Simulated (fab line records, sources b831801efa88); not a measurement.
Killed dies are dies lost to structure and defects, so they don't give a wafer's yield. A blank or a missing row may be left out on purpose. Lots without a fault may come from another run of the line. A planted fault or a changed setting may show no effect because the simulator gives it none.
One fault seen from 2 desks | flow sky130 | each desk has only its own numbers; what lay behind them comes last

THE METROLOGY DESK
What the gauges read, lot by lot, whatever tool the lot ran on: means of the sampled wafers that have a number. A lot is out of limits, marked OUT, if its mean lies more than 4 standard deviations from the usual mean; the brackets give that distance.
Columns: A = FIELD_ISO_OXIDATION_00_THK at SKY_FIELD_ISO_THK_MEAS_02, usual 12.04 nm; B = NWELL_00_OVL at SKY_NWELL_OVL_MEAS_10, usual -0.4 nm; C = cd_nm at SKY_LI_CONTACT_CD_MEAS_12, usual 170.0 nm
lot  | first seen here | A     | B    | C
L422 | day 1 11:38     | 11.82 | 0.4  | 174.6
L423 | day 1 17:19     | 11.72 | -1.3 | 169.7
L424 | day 1 21:56     | 11.96 | -0.8 | 169.1
L426 | day 2 09:13     | 11.94 | 1.5  | 170.9
L427 | day 2 12:38     | 12.46 | -0.5 | 169.5
L429 | day 2 22:40     | 12.22 | 1.0  | 171.6
L433 | day 3 20:05     | 11.84 | -0.4 | 167.2
L434 | day 4 02:43     | 11.69 | -1.8 | 170.0
L440 | day 5 07:14     | 12.08 | -0.2 | 170.3
L441 | day 5 14:21     | 12.20 | 0.0  | 171.5
L442 | day 5 18:18     | 12.05 | -1.3 | 170.3
L443 | day 5 22:14     | 12.15 | -2.2 | 168.5
L444 | day 6 02:25     | 11.88 | -0.7 | 168.7
L445 | day 6 06:38     | 11.95 | -0.1 | 168.8
This desk's finding: nothing out of limits on any of the 14 lots.

THE TOOL OWNER'S DESK: implanter-01
The tool's own readings at SKY_LDD_N_IMPLANT_14: means of the sampled wafers that have a number, for each lot that ran on this tool. A lot is out of limits, marked OUT, if its mean lies more than 4 standard deviations from the usual mean; the brackets give that distance.
Columns: A = faraday_current_uA at SKY_LDD_N_IMPLANT_14, usual 28.2; B = rotation_deg at SKY_LDD_N_IMPLANT_14, usual 180.01 degrees
lot  | first seen here | A    | B
L429 | day 20 09:21    | 28.1 | 180.02
L433 | day 21 16:22    | 28.5 | 340.31 (+99 or more) OUT
L434 | day 22 04:58    | 28.2 | 340.35 (+99 or more) OUT
L442 | day 25 05:45    | 28.2 | 180.00
This desk's finding: out of limits on L433, L434; first on L433, day 21 16:22 (rotation_deg at SKY_LDD_N_IMPLANT_14). In limits: L429, L442.

PUT TOGETHER
The tool owner's desk could have raised an alarm at day 21 16:22, on L433, L434.
The metrology desk saw nothing out of limits.
The metrology desk has L433, L434 on record, within its limits.
Of the lots named, all ran SKY_LDD_N_IMPLANT_14 on implanter-01.

WHAT THE SIMULATOR HAD PUT IN
Process parameter drift: implanter-01, from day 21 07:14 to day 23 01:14, at SKY_LDD_N_IMPLANT_14. Setting rotation_deg, moved by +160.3, from 180. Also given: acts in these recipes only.
Lots struck among those shown: L433, L434.
Hours from the fault's start to each desk's first reading out of limits: the tool owner's desk, 9.
